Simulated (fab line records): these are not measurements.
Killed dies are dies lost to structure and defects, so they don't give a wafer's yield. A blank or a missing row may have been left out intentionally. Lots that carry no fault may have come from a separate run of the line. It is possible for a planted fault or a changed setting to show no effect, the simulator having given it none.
What tool caused it? + flow sky130 + 6 lots with 18 wafers sampled at 3 steps, on a route of 708 steps

## WHAT EACH GAUGE READ, for each wafer
SKY_LI_CONTACT_RS_MEAS_22: a four-point-probe measurement.
| lot  | measured     | on            | LI_CONTACT_W_RS (ohm/sq) |
|------|--------------|---------------|--------------------------|
| L492 | day 30 03:16 | film-metro-03 | 0.2845 0.2849 0.2806     |
| L494 | day 30 14:50 | film-metro-04 | 0.2833 0.2837 0.2865     |
| L504 | day 33 04:23 | film-metro-03 | 0.3151 0.3107 0.3130     |
| L507 | day 34 19:46 | film-metro-03 | 0.2861 0.2813 0.2844     |
| L513 | day 35 21:56 | film-metro-02 | 0.2849 0.2892 0.2870     |
| L514 | day 36 15:37 | film-metro-04 | 0.2853 0.2808 0.2826     |

## WHICH TOOL RAN EACH LOT (tool, then ch and the chambers of the sampled wafers, then the start)
| lot  | SKY_SD_N_STRIP_11                    | SKY_LI_CONTACT_CVD_21         |
|------|--------------------------------------|-------------------------------|
| L492 | plasma-asher-02 ch 0,1, day 28 21:13 | cvd-w-02 ch 0,1, day 30 03:09 |
| L494 | plasma-asher-04 ch 1, day 29 07:10   | cvd-w-01 ch 0,1, day 30 14:43 |
| L504 | plasma-asher-02 ch 0,1, day 31 23:20 | cvd-w-01 ch 1, day 33 04:16   |
| L507 | plasma-asher-02 ch 0,1, day 33 17:20 | cvd-w-02 ch 1, day 34 19:38   |
| L513 | plasma-asher-02 ch 0,1, day 34 21:21 | cvd-w-02 ch 1, day 35 21:48   |
| L514 | plasma-asher-02 ch 0,1, day 35 12:41 | cvd-w-01 ch 0,1, day 36 15:28 |
- SKY_SD_N_STRIP_11: strips in O2/N2.
- SKY_LI_CONTACT_CVD_21: deposits W, target thk 400 nm, time 120.56 s.

## THE ANSWER, worked out from the rows above alone
Rule: the lots themselves supply what counts as usual. Put in order of their means at a reading, lots are off if they are a third of the lots or fewer, leave a main group of 4 or more, and stand apart from it by a gap of 3 or more times the standard deviation of the main group's means; of several such gaps the widest counts. The tables above print the reading to a certain number of digits; a main group whose means all agree to those digits is not used. A lot without any number at a reading at which 4 lots or more have one is off too. All remaining lots with rows at the step are treated as sound.
Off: L504, at SKY_LI_CONTACT_RS_MEAS_22 (LI_CONTACT_W_RS). The main group has a mean of 0.2843 ohm/sq with a standard deviation of 0.0015.
A tool fits if, at a process step before that reading, it ran every lot that is off, and no sound lot after the first of them. Those tools and the gauges at SKY_LI_CONTACT_RS_MEAS_22 are tried in the same way. Not one of the candidates tried fits.

## WHAT THE SIMULATOR HAD PUT IN
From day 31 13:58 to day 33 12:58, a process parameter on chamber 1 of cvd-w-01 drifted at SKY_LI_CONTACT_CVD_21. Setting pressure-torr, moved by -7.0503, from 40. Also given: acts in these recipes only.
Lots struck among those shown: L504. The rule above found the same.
